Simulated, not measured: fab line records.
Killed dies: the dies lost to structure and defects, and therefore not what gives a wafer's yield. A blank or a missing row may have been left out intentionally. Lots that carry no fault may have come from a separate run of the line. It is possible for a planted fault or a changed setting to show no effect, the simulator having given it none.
2 desks looking at one fault | flow sky130 | every desk sees just its own numbers, and what lay behind them comes last

## THE TOOL OWNER'S DESK: cvd w-02
The tool's own readings at SKY_CONTACT_CVD_24 (deposits W, target thk 340 nm, time 102.12 s): means of the sampled wafers that have a number, for each lot that ran on this tool. Marked OUT: a lot whose mean sits more than 4 standard deviations from the usual mean, which makes it out of limits; the brackets give that distance.
Columns: A = heater power w at SKY_CONTACT_CVD_24, usual 854 W
lot  | first seen here | A
L739 | day 33 03:51    | 767
L743 | day 34 14:20    | 898
Result from this desk: across the 2 lots, nothing is out of limits.

## FROM THE METROLOGY DESK
Lot by lot, what the gauges showed, no matter which tool ran the lot: averages of those sampled wafers that carry a number. Marked OUT: a lot whose mean sits more than 4 standard deviations from the usual mean, which makes it out of limits; the brackets give that distance.
Columns: A = cd nm at SKY_CONTACT_CD_MEAS_14, usual 169.5 nm; B = CONTACT_OVL at SKY_CONTACT_OVL_MEAS_15, usual -1 nm; C = CONTACT_W_RS at SKY_CONTACT_RS_MEAS_25, usual 0.336 ohm/sq; D = CONTACT_W_THK at SKY_CONTACT_THK_MEAS_26, usual 346 nm
lot  | first seen here | A     | B  | C                | D
L736 | day 32 03:13    | 167.3 | 2  | 0.333            | 352
L739 | day 33 02:52    | 166.8 | 3  | 0.336            | 350
L743 | day 34 13:00    | 170.5 | -2 | 0.316 (-6.0) OUT | 370 (+4.3) OUT
L744 | day 34 18:52    | 168.1 | -3 | 0.334            | 343
L757 | day 38 23:50    | 168.0 | 5  | 0.336            | 343
This desk finds L743 out of limits, with the earliest case on L743 at day 34 14:27 (CONTACT_W_RS at SKY_CONTACT_RS_MEAS_25). L736, L739, L744, L757: within limits.

## ALL TOGETHER
Metrology desk: alarm possible at day 34 14:27 on L743.
The desk of the tool owner found nothing out of limits.
Tool owner's desk: L743 on record, inside its limits.
SKY_CONTACT_CVD_24 was run on cvd w-02 by each of the lots named.

## WHAT THE SIMULATOR HAD PUT IN
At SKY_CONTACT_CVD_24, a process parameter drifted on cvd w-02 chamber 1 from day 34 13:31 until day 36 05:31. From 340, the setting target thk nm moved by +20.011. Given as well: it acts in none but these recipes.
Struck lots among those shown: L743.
Delay in hours, fault start to first out-of-limits reading, per desk: metrology desk 1.
